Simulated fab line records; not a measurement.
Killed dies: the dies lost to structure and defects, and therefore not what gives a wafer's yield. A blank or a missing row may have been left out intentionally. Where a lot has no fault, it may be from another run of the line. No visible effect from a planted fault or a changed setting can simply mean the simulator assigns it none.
One fault seen from 2 desks :: flow gf180mcu :: what lay behind the numbers comes last; until then each desk has only its own

== THE TOOL OWNER'S DESK: plasma asher-03 ==
The tool's own readings at GF_HV_LDD_STRIP_22 (strips in O2/N2): means of the sampled wafers that have a number, for each lot that ran on this tool. The brackets show how far a lot's mean lies from the usual mean; more than 4 standard deviations puts the lot out of limits, marked OUT.
Columns: A = drypump motor current A at GF_HV_LDD_STRIP_22, usual 5.91 A; B = heater power w at GF_HV_LDD_STRIP_22, usual 327 W; C = oes product au at GF_HV_LDD_STRIP_22, usual 0.716 a.u.; D = platen temp c at GF_HV_LDD_STRIP_22, usual 249.97 C; E = strip time to endpoint s at GF_HV_LDD_STRIP_22, usual 12.63 s
lot: L321
first seen here: day 10 16:42
A: 6.08
B: 291
C: 0.712
D: 250.06
E: 12.63

lot: L322
first seen here: day 11 01:00
A: 6.08
B: 294
C: 0.719
D: 250.06
E: 12.61

lot: L325
first seen here: day 12 01:32
A: 6.08
B: 293
C: 0.716
D: 250.22
E: 12.61

lot: L335
first seen here: day 15 05:20
A: 6.02
B: 277
C: 0.716
D: 249.99
E: 12.70

lot: L337
first seen here: day 15 20:29
A: 6.02
B: 275
C: 0.718
D: 250.14
E: 12.64
Result from this desk: across the 5 lots, nothing is out of limits.

== AT THE METROLOGY DESK ==
What the gauges read for every lot (on any tool): the sampled wafers with a number, averaged. The brackets show how far a lot's mean lies from the usual mean; more than 4 standard deviations puts the lot out of limits, marked OUT.
Columns: A = MIM_CVD_05_THK at GF_MIM_THK_MEAS_06, usual 41.9 nm
lot: L321
first seen here: day 24 07:05
A: 41.6

lot: L322
first seen here: day 24 17:33
A: 42.4

lot: L323
first seen here: day 25 02:54
A: 41.2

lot: L324
first seen here: day 25 04:11
A: 42.2

lot: L325
first seen here: day 25 21:31
A: 41.2

lot: L326
first seen here: day 26 02:56
A: 41.5

lot: L328
first seen here: day 27 05:05
A: 41.4

lot: L329
first seen here: day 27 07:04
A: 42.3

lot: L335
first seen here: day 29 00:42
A: 42.2

lot: L337
first seen here: day 29 12:37
A: 41.8

lot: L340
first seen here: day 30 09:53
A: 41.8

lot: L342
first seen here: day 31 00:13
A: 41.8

lot: L344
first seen here: day 31 06:54
A: 41.5
Result from this desk: across the 13 lots, nothing is out of limits.

== PUT TOGETHER ==
Nothing out of limits was seen by the tool owner's desk.
Nothing out of limits was seen by the metrology desk.

== WHAT WAS PUT IN BY THE SIMULATOR ==
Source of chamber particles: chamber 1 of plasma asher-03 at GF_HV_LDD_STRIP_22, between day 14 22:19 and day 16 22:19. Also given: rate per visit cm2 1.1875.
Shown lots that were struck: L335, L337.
